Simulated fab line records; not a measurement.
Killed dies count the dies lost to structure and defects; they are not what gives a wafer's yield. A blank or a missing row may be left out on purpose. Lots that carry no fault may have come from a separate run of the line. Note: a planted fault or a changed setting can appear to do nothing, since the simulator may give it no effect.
Comparing a struck lot with a sound one | flow sfq-line | 17 out of 325 route steps
Sound: wafers L747.1, L747.2, L747.4. Struck: wafers L760.3, L760.5 (left out: L760.2, a lot-mate that was not struck); the cause follows at the end.
At each step with rows: each side's tool, then ch and its chambers, then its first start. Under that, the readings that differ: sound wafers | struck wafers | difference of the means | sigmas: that difference in standard deviations of wafers without a fault.
alike: a reading whose means differ by less than 2 such deviations, as well as words and numbers matching on both sides. not compared: withheld readings; readings where some wafer has no value; bounds like >300 that might hide an equal value; numbers whose values overlap and for which the record gives no deviation.
Wherever a step has rows on one side only, a row that says differs or no value, or a row with sigmas, the two part there. When numbers do not overlap yet have no deviation, they are printed without sigmas and do not part them. Lack of a reading on every wafer of one side parts them only where that side has two or more wafers.

SFQ_TRILAYER_I7_VIA_STRIP_STRIP_191: strips in O2.
  sound on rie-metal-02 ch 0,1, day 84 08:52; struck on rie-metal-04 ch 0, day 92 00:22
  reading                     | sound          | struck    | difference | sigmas
  drypump-motor-current-A (A) | 6.00 5.78 5.76 | 5.18 5.18 | -0.67      | -2
  alike: oes-product-au
  not compared: rf-hours-counter-h
then, 8 steps without rows for these wafers: SFQ_TRILAYER_I7_VIA_STRIP_SOLV_CLEAN_192 (cleans in NMP, time 600 s); SFQ_TRILAYER_M8_LITHO_LOR_COAT_197; SFQ_TRILAYER_M8_LITHO_LOR_BAKE_198; SFQ_TRILAYER_M8_LITHO_COAT_193 (resist thk 600 nm); SFQ_TRILAYER_M8_LITHO_SOFTBAKE_199; SFQ_TRILAYER_M8_LITHO_EXPOSE_194 (exposes mask M8, target cd 2000 nm); SFQ_TRILAYER_M8_LITHO_PEB_196 (peb time 60 s); SFQ_TRILAYER_M8_LITHO_DEVELOP_195 (img clear 15 s, time 55 s).
SFQ_M8_OVL_MEAS_948:
  sound: overlay-02 at day 85 00:16; struck: overlay-01 at day 92 05:00
  alike: M8_OVL
then, 2 steps without rows for these wafers: SFQ_TRILAYER_M8_DEP_EVAP_197 (material Ti, target thk 20 nm, time 100 s); SFQ_TRILAYER_M8_DEP_EVAP_198 (material Pt, target thk 50 nm, time 250 s).
SFQ_TRILAYER_M8_DEP_EVAP_196: material Au, target thk 180 nm, time 900 s.
  sound: pvd-sputter-02 at day 85 00:32; struck: pvd-sputter-01 at day 92 05:16
  reading                                          | sound             | struck      | difference | sigmas
  model.Au_of_TRILAYER_M8_DEP_EVAP_196.thk-nm (nm) | 179.2 181.7 179.9 | 191.9 192.6 | +12.0      |
SFQ_M8_RS_MEAS_949: the measuring method here is four-point-probe.
  sound: film-metro-01 at day 85 01:03; struck: film-metro-03 at day 92 05:47
  reading           | sound                | struck        | difference | sigmas
  M8_AU_RS (ohm/sq) | 0.1547 0.1523 0.1535 | 0.1439 0.1433 | -0.0099    | -7
SFQ_M8_THK_MEAS_950: measures by xrf.
  sound: film-metro-01 at day 85 01:10; struck: film-metro-03 at day 92 05:54
  reading        | sound             | struck      | difference | sigmas
  M8_AU_THK (nm) | 180.3 184.2 181.8 | 192.1 194.1 | +11.0      | +6
then, 1 step without rows for these wafers: SFQ_TRILAYER_M8_LIFTOFF_LIFTOFF_197 (chemistry NMP, time 600 s).
SFQ_M8_BOW_MEAS_951:
  sound: film-metro-03 at day 85 01:24; struck: film-metro-01 at day 92 06:10
  reading               | sound                | struck        | difference | sigmas
  model.etest.m8.ohm-sq | 0.1545 0.1524 0.1539 | 0.1442 0.1437 | -0.0097    |
  alike: M8_BOW

== WHERE THEY PART ==
Last at SFQ_M8_THK_MEAS_950 as far as this record goes, first at SFQ_TRILAYER_I7_VIA_STRIP_STRIP_191. Later steps at which nothing parts them and some readings are alike: SFQ_M8_BOW_MEAS_951.

WHY: the cause the simulator had injected
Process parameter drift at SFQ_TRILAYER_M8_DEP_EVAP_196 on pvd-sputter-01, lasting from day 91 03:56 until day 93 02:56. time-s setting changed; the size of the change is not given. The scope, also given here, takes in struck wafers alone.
